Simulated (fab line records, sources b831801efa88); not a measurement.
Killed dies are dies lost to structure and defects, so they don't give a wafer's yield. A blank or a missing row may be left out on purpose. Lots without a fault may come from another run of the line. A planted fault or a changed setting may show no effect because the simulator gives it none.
Problem report in the 8D (eight disciplines) form, filled by code | flow gf180mcu | the parts of the form that need people (team, actions taken, sign-off) are left out

1. THE PROBLEM
run_length_s at GF_POLY_GATE_ETCH_13 reads a mean of 93.5 s on 4 wafers of 3 lots; wafers without a fault read 97.9 s with a standard deviation of 0.59. That is -7.4 standard deviations from the usual mean.
The step: etches poly-Si in HBr/Cl2, stops on SiO2, target depth 198.5 nm, time 69.6 s.
First seen on wafer L247.6, day 12 14:57, on rie_si-01. The record holds 19 wafers of 7 lots with a number at this step. Rule for "out", or "out of limits": more than 4 standard deviations from the usual mean. The other wafers with a number count as sound.

2. WHAT IT IS AND WHAT IT IS NOT
question                    | is                             | is not
which readings at this step | run_length_s                   | HBr_flow_sccm, chamber_pressure_mTorr, drypump_motor_current_A, throttle_valve_pct
which lots                  | L247, L250, L252               | L239, L240, L258, L259
which wafers of those lots  | L247.6, L250.6, L252.2, L252.6 | L247.1, L250.3, L250.5
read on which tools         | rie_si-01                      | rie_si-02
when                        | from day 12 14:57              | up to then (7 sound wafers); but 8 sound wafers of L250, L258, L259 came after

3. SUSPECTS, AND WHAT RULES EACH OUT
Counting: a tool at a process step up to the reading stays a suspect if it ran every lot that is out. Sound lots after the first of them don't rule it out here, since some wafers of a struck lot are sound.
- rie_si-01 at GF_POLY_GATE_ETCH_13 (etches poly-Si in HBr/Cl2, stops on SiO2, target depth 198.5 nm, time 69.6 s): kept. It ran every lot that is out, first L247 (day 12 14:57); its last sound lot up to then is L240 (day 9 21:17). Its own readings are out on those wafers: run_length_s.
Left after counting: rie_si-01 at GF_POLY_GATE_ETCH_13.

4. THE CAUSE (what the simulator had put in)
Process parameter drift: rie_si-01, from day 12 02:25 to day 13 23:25, at GF_POLY_GATE_ETCH_13. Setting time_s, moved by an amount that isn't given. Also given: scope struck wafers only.
Counting left only this tool.

5. THE CHAIN OF EFFECTS, in route order
Each row: a reading whose mean over the struck wafers that have a number lies more than 3 standard deviations from the usual. Only readings for which the record gives a usual standard deviation are gone through. hours: the time from each lot's start at the first step in this table that gives one to its start at this step, as a median over the lots. sigmas: the change in usual standard deviations.
hours | step                 | reading      | usual  | on struck wafers | change | sigmas
0     | GF_POLY_GATE_ETCH_13 | run_length_s | 97.9 s | 93.5             | -4.4   | -7.4
The process steps in it:
- GF_POLY_GATE_ETCH_13: etches poly-Si in HBr/Cl2, stops on SiO2, target depth 198.5 nm, time 69.6 s.
Readings that are blank on the struck wafers while sound wafers have them: bias_w at GF_POLY_GATE_ETCH_13.

6. WHAT WOULD HAVE CAUGHT IT SOONER
In this record the first reading out of limits was taken at day 12 14:57, 13 hours after the fault began at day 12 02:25.
